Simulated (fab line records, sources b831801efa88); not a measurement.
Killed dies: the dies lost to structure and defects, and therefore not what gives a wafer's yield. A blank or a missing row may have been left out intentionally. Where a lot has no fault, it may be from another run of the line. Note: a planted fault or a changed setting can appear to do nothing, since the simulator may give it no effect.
Code-filled problem report in 8D (eight disciplines) form ; flow sky130 ; the parts of the form that need people (team, actions taken, sign-off) are left out

1. WHAT WENT WRONG
FIELD_ISO_CVD_24_THK at SKY_FIELD_ISO_THK_MEAS_25 reads a mean of 645 nm on 3 wafers of 3 lots; wafers without a fault read 594 nm with a standard deviation of 5.3. Relative to the usual mean, that is a shift of +9.6 standard deviations.
First seen on wafer L827.4, day 3 20:22, on film-metro-03. The record has a number at this step for 40 wafers belonging to 14 lots. By rule, "out" or "out of limits" means more than 4 standard deviations away from the usual mean. The rest of the wafers with a number are treated as sound.

2. WHAT THIS IS AND IS NOT
question;is;is not
which readings at this step;FIELD_ISO_CVD_24_THK;-
which lots;L827, L828, L829;L820, L822, L823, L824, L826, L832, L839, L840, L841, L842, L843
which wafers of those lots;L827.4, L828.2, L829.2;L827.3, L827.5, L828.1, L828.5
read on which gauges;film-metro-03;film-metro-01, film-metro-02
when;from day 3 20:22;"up to then (17 sound wafers); but 20 sound wafers of L828, L832, L839, L840, L841, L842, L843 came after"

3. THE SUSPECTS, EACH WITH WHAT RULES IT OUT
Counting: any tool at a process step up to the reading remains a suspect provided it ran every lot that is out. Sound lots after the first of them don't rule it out here, since some wafers of a struck lot are sound.
- the gauge at SKY_FIELD_ISO_THK_MEAS_25: kept. All the wafers that are out were read on film-metro-03, and no step on other tools shows them out.
- hdpcvd-02 at SKY_FIELD_ISO_CVD_24 (deposits SiO2, target thk 595 nm, time 99.2 s): kept. It processed each lot that is out (first: L827, day 3 20:16); up to then, its last sound lot is L826 (day 3 15:53).
The count leaves film-metro-03 at SKY_FIELD_ISO_THK_MEAS_25 and hdpcvd-02 at SKY_FIELD_ISO_CVD_24.

4. THE CAUSE (what the simulator had put in)
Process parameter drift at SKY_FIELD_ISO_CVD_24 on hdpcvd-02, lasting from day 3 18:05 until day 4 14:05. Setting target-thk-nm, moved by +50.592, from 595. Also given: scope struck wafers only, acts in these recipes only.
Counting leaves 2 suspects; this tool is one of them.

5. THE EFFECT CHAIN, in route order
Rows list readings where the struck wafers' mean (over those with a number) sits beyond 3 standard deviations from the usual. Scope: only readings with a usual standard deviation given in the record; hours: median across lots of the time from each lot's start at the first step in this table that gives one to its start at this step; sigmas: change in usual standard deviations.
hours;step;reading;usual;on struck wafers;change;sigmas
0;SKY_FIELD_ISO_THK_MEAS_25;FIELD_ISO_CVD_24_THK;594 nm;645;+51;+9.6
Later measuring or inspecting steps at which every struck wafer that the step has a row for has a number for every such reading, and none has moved that far: SKY_PWDE_TW_MEAS_10, SKY_NWELL_OVL_MEAS_23.

6. HOW IT WOULD HAVE BEEN CAUGHT EARLIER
2 hours passed between the start of the fault at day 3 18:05 and the first reading out of limits at a measuring or inspecting step in this record, taken at day 3 20:22.
No tool reading at SKY_FIELD_ISO_CVD_24 that has a usual standard deviation in the record was out on any struck wafer, so an alarm limit of 4 standard deviations on those readings would not have fired.
Among the 3 lots that are out, L828, L829 began SKY_FIELD_ISO_CVD_24 on hdpcvd-02 after day 3 20:22. A hold on the tool at that time would have spared those 2.
